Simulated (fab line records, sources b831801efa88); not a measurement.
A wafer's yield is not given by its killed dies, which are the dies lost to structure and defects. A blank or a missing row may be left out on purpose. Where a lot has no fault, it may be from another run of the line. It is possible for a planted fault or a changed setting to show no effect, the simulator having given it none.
A struck lot beside a sound one :: flow sky130 :: 43 steps out of a route of 708
Sound: these wafers, L483.3, L483.5, L483.6. Wafers struck: L490.3, L490.5, L490.6. The cause comes at the end.
At each step with rows: each side's tool, then ch and its chambers, then its first start. Under that, the readings that differ: sound wafers :: struck wafers :: difference of the means :: sigmas: that difference in standard deviations of wafers without a fault.
alike: words and numbers the same on both sides, and readings whose means are apart by under 2 such deviations; not compared: readings that were withheld, readings missing a value for some wafer, numbers with overlapping values and no deviation given by the record, and bounds like >300 which may hide the same value.
The two part at a step that has a row with sigmas, a row that says differs or no value, or rows on one side only. Numbers that have no deviation but don't overlap get no sigmas and don't part them. Lack of a reading on every wafer of one side parts them only where that side has two or more wafers.

SKY_POLY_GATE_THK_MEAS_01:
  sound on film-metro-03 at day 15 09:33; struck on film-metro-04 at day 17 08:11
  alike: POLY_GATE_CVD_00_THK
then, 8 steps without rows for these wafers: SKY_RES_PROTECT_DEHYDRATE_00 (time 60 s); SKY_RES_PROTECT_HMDS_01 (prime time 60 s); SKY_RES_PROTECT_COAT_02 (resist thk 1123 nm); SKY_RES_PROTECT_SOFTBAKE_03 (time 60 s); SKY_RES_PROTECT_EXPOSE_04 (exposes mask RPM, target cd 1270 nm); SKY_RES_PROTECT_PEB_05; SKY_RES_PROTECT_DEVELOP_06 (develop time 60 s); SKY_POLY_GATE_IMPLANT_02.
SKY_RES_PROTECT_STRIP_07: strips in O2/N2.
  sound on plasma-asher-02 ch 0,1, day 16 11:35; struck on plasma-asher-01 ch 0,1, day 18 14:14
  alike: drypump-motor-current-A, oes-product-au, strip-time-to-endpoint-s
  not compared: rf-hours-counter-h
SKY_RES_PROTECT_TW_MEAS_08:
  sound on film-metro-01 at day 16 11:41; struck on film-metro-01 at day 18 14:20
reading: POLY_GATE_TW
sound: 3994 3984 3980
struck: 4036 4037 4041
difference: +52
sigmas: +2
then, 1 step without rows for these wafers: SKY_RES_PROTECT_CLEAN_09 (cleans in SC1/SC2, time 150 s).
SKY_POLY_GATE_CVD_03: deposits Si3N4 from DCS/NH3, target thk 75 nm, time 1290 s.
  sound on lpcvd-02 ch 0, day 16 15:41; struck on lpcvd-02 ch 1, day 18 16:22
reading: zone-power-bottom-pct (%)
sound: 18.7 18.7 18.7
struck: 16.8 17.2 17.0
difference: -1.7
sigmas: -2
SKY_POLY_GATE_THK_MEAS_04:
  sound on film-metro-01 at day 16 18:46; struck on film-metro-03 at day 18 17:45
  alike: POLY_GATE_CVD_03_THK
then, 8 steps without rows for these wafers: SKY_POLY_GATE_DEHYDRATE_05 (time 60 s); SKY_POLY_GATE_HMDS_06 (prime time 60 s); SKY_POLY_GATE_COAT_07 (resist thk 110 nm); SKY_POLY_GATE_COAT_08 (resist thk 450 nm); SKY_POLY_GATE_SOFTBAKE_09 (time 90 s); SKY_POLY_GATE_EXPOSE_10 (exposes mask P1M, target cd 150 nm); SKY_POLY_GATE_PEB_11; SKY_POLY_GATE_DEVELOP_12 (develop time 60 s).
SKY_POLY_GATE_CD_MEAS_13: target cd 150 nm.
  sound on cd-sem-01 at day 17 22:48; struck on cd-sem-01 at day 20 00:38
  alike: cd-nm
SKY_POLY_GATE_OVL_MEAS_14:
  sound on overlay-01 at day 17 22:53; struck on overlay-01 at day 20 00:44
  alike: POLY_GATE_OVL
SKY_POLY_GATE_ETCH_15: etches BARC in N2/H2, stops on SiO2, time 118.5 s, target depth 110 nm.
  sound on rie-diel-03 ch 2,3, day 17 22:55; struck on rie-diel-02 ch 0,1,2, day 20 00:46
  alike: drypump-motor-current-A, oes-product-au, throttle-valve-pct
  not compared: rf-hours-counter-h
SKY_POLY_GATE_ETCH_16: etches Si3N4 in CH3F/O2, stops on poly-Si, time 147.5 s, target depth 75 nm.
  sound on rie-diel-03 ch 2,3, day 17 23:00; struck on rie-diel-02 ch 0,1,2, day 20 00:50
  alike: drypump-motor-current-A, oes-product-au, throttle-valve-pct
  not compared: rf-hours-counter-h
SKY_POLY_GATE_ETCH_17: etches poly-Si in HBr/Cl2, stops on SiO2, target depth 180 nm, time 70.5 s.
  sound on rie-si-02 ch 0,2,3, day 17 23:05; struck on rie-si-02 ch 1,2, day 20 00:56
  alike: drypump-motor-current-A, oes-product-au, throttle-valve-pct
  not compared: rf-hours-counter-h
SKY_POLY_GATE_STRIP_18: strips in O2/N2.
  sound on plasma-asher-04 ch 0,1, day 17 23:11; struck on plasma-asher-04 ch 0,1, day 20 01:02
  alike: drypump-motor-current-A, oes-product-au, strip-time-to-endpoint-s
  not compared: rf-hours-counter-h
then, 2 steps without rows for these wafers: SKY_POLY_GATE_CLEAN_19 (cleans in SC1/SC2, time 150 s); SKY_POLY_GATE_OXIDATION_20 (stabilise 600 s, purge 300 s, target thk 4 nm).
SKY_POLY_GATE_THK_MEAS_21:
  sound on film-metro-03 at day 18 01:59; struck on film-metro-01 at day 20 03:11
  alike: POLY_GATE_OXIDATION_THK
SKY_POLY_GATE_CD_MEAS_22:
  sound on cd-sem-02 at day 18 02:05; struck on cd-sem-01 at day 20 03:16
  alike: cd-nm
then, 7 steps without rows for these wafers: SKY_LDD_N_DEHYDRATE_00 (time 60 s); SKY_LDD_N_HMDS_01 (prime time 60 s); SKY_LDD_N_COAT_02 (resist thk 300 nm); SKY_LDD_N_SOFTBAKE_03 (time 60 s); SKY_LDD_N_EXPOSE_04 (exposes mask NTM, target cd 840 nm); SKY_LDD_N_PEB_05; SKY_LDD_N_DEVELOP_06 (develop time 60 s).
SKY_LDD_N_OVL_MEAS_07:
  sound on overlay-01 at day 19 08:34; struck on overlay-02 at day 21 10:13
  alike: LDD_N_OVL
then, 2 steps without rows for these wafers: SKY_LDD_N_IMPLANT_08; SKY_LDD_N_IMPLANT_09.
-- a jump in the record: the struck wafers' starts before and after are 27 days apart (it breaks off in module LDD_N and resumes in module PAD_OPEN, where the first step shown is number 708 of the route) --
SKY_PAD_OPEN_PROBE_99:
  sound on prober-02 at day 46 20:55; struck on prober-02 at day 48 02:02
reading: killed-at-front-end
sound: 21 19 20
struck: 52 60 59
difference: +37
sigmas: +9

reading: killed-dies
sound: 88 86 87
struck: 116 119 120
difference: +31
sigmas: +3

reading: killed-on-rim
sound: 14 23 12
struck: 30 30 29
difference: +13
sigmas: +3
  alike: killed_at_M0_to_M3, killed_at_M4_up, killed-at-contacts, killed-at-other, killed-open, killed-short

WHERE THEY PART
Earliest at SKY_RES_PROTECT_TW_MEAS_08; latest, in this record, at SKY_PAD_OPEN_PROBE_99.

WHY: what the simulator had put in
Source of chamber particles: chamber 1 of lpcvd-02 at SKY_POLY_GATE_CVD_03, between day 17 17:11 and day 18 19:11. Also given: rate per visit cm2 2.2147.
